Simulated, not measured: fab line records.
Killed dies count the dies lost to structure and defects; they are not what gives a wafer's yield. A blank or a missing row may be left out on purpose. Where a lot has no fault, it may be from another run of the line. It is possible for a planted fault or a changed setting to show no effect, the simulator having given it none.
Matching of chambers | flow sky130 | 4 sister chambers for SKY_VIA1_CMP_02 on cmp-02
The step polishes SiO2. 22 wafers are shown with their chamber, then 11 later ones without.

== WAFERS PAIRED WITH THEIR CHAMBERS ==
wafer  | chamber | motor_current_A (A) | platen_rpm (rpm)
L077.1 | 3       | 11.2                | 59.99
L077.4 | 2       | 11.4                | 60.04
L077.5 | 1       | 12.9                | 60.06
L079.2 | 2       | 11.2                | 59.99
L079.5 | 2       | 11.2                | 59.97
L079.6 | 3       | 11.3                | 59.99
L080.1 | 1       | 13.5                | 59.96
L080.3 | 2       | 11.2                | 60.02
L080.4 | 0       | 12.1                | 60.02
L085.1 | 0       | 12.7                | 59.99
L085.4 | 2       | 11.9                | 59.95
L085.5 | 1       | 14.2                | 60.02
L088.1 | 1       | 13.2                | 59.99
L088.3 | 3       | 11.2                | 59.93
L088.4 | 2       | 11.5                | 59.97
L090.1 | 3       | 11.1                | 60.01
L090.4 | 2       | 11.9                | 60.01
L090.5 | 1       | 13.8                | 60.00
L091.2 | 1       | 13.7                | 60.01
L091.3 | 3       | 11.3                | 59.95
L091.4 | 2       | 10.8                | 60.03
L094.3 | 2       | 11.7                | 59.98

SIGNATURES (means of the wafers above)
reading         | chamber 0 | chamber 1 | chamber 2 | chamber 3 | scatter within a chamber
motor_current_A | 12.400    | 13.550    | 11.422    | 11.220    | 0.36
platen_rpm      | 60.0050   | 60.0067   | 59.9956   | 59.9740   | 0.0316
Rule: a wafer lies at a distance from a chamber equal to the root of the sum of squares, over the readings, of (its reading less the chamber's mean, divided by the reading's scatter). The wafer belongs to the nearest chamber; if the next one is less than 2 further off, it can't be placed. The scatter: the root of (the sum of the squares of (reading less its chamber's mean) over the shown wafers, divided by (wafers less chambers)).

== WAFERS WITHOUT THEIR CHAMBER ==
wafer  | motor_current_A (A) | platen_rpm (rpm)
L094.4 | 11.5                | 59.97
L094.6 | 11.8                | 59.99
L097.1 | 13.1                | 59.99
L097.2 | 12.7                | 60.10
L097.4 | 11.2                | 60.01
L095.1 | 11.2                | 60.05
L095.3 | 12.0                | 59.96
L095.6 | 10.7                | 60.03
L093.2 | 11.4                | 60.07
L093.5 | 10.9                | 59.92
L093.6 | 11.2                | 60.04

== WHICH CHAMBER EACH WENT THROUGH ==
wafer  | from the rows above          | in truth
L094.4 | can't be placed: 3 or 2 or 0 | 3
L094.6 | can't be placed: 2 or 3 or 0 | 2
L097.1 | can't be placed: 1 or 0      | 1
L097.2 | can't be placed: 0 or 1 or 2 | 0
L097.4 | can't be placed: 2 or 3      | 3
L095.1 | can't be placed: 2 or 3 or 0 | 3
L095.3 | can't be placed: 0 or 2 or 3 | 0
L095.6 | can't be placed: 2 or 3      | 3
L093.2 | can't be placed: 2 or 3 or 0 | 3
L093.5 | can't be placed: 3 or 2      | 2
L093.6 | can't be placed: 2 or 3 or 0 | 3
Correct placement for 0 of the 11. From these rows, 11 cannot be placed; in 11 the true chamber is one of the candidates. Number placed wrongly: 0.
